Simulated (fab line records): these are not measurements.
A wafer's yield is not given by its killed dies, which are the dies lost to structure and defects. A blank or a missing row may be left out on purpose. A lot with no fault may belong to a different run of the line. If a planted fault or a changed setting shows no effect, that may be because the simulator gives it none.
Which of the tools did it? | flow sky130 | at 1 step of a route of 708, 12 lots with 36 wafers sampled

## WHAT THE GAUGES READ, wafer by wafer
SKY_VIA2_THK_MEAS_23: measures by xrf. Usual: for VIA2_W_THK the level is 416 nm and the standard deviation is 5.6.
lot  | measured     | on            | VIA2_W_THK (nm) | flag
L325 | day 36 07:59 | film_metro-04 | 424 428 426     |
L326 | day 36 12:01 | film_metro-03 | 409 408 411     |
L327 | day 37 03:22 | film_metro-04 | 416 416 419     |
L329 | day 37 17:26 | film_metro-03 | 409 417 409     |
L331 | day 38 13:38 | film_metro-03 | 419 421 410     |
L332 | day 39 03:13 | film_metro-03 | 424 418 420     |
L334 | day 39 10:22 | film_metro-03 | 426 420 418     |
L337 | day 40 15:39 | film_metro-04 | 416 416 413     |
L341 | day 41 11:05 | film_metro-03 | 413 419 415     |
L343 | day 42 02:57 | film_metro-04 | 423 413 414     |
L346 | day 42 17:35 | film_metro-02 | 412 411 412     |
L347 | day 43 05:46 | film_metro-04 | 422 428 431     |

## TOOL THAT RAN EACH LOT (tool first, then ch and the chambers of the sampled wafers, then the start)
No process step before these readings appears in the record.

## AS READ BY THE TOOLS THEMSELVES (means over the sampled wafers that have a number; for cases with no such wafer, the mark the record gives instead)
The record holds no such reading with a usual standard deviation.

## THE ANSWER, worked out from the rows above alone
Rule: a lot counts as off when the mean over its wafers that have a number is more than 3 standard deviations away from the usual mean. A lot without any number at a reading at which 4 lots or more have one is off too. All remaining lots with rows at the step are treated as sound. After the gauges, taken in route order, come the tools' own readings; for these a lot's mean is taken, as printed above. At the first step where some lot is off, the reading lying furthest off is the one used; lots without a number count as furthest.
No lot is off at any reading shown: from this, nothing can be told.

## WHAT THE SIMULATOR HAD INSERTED
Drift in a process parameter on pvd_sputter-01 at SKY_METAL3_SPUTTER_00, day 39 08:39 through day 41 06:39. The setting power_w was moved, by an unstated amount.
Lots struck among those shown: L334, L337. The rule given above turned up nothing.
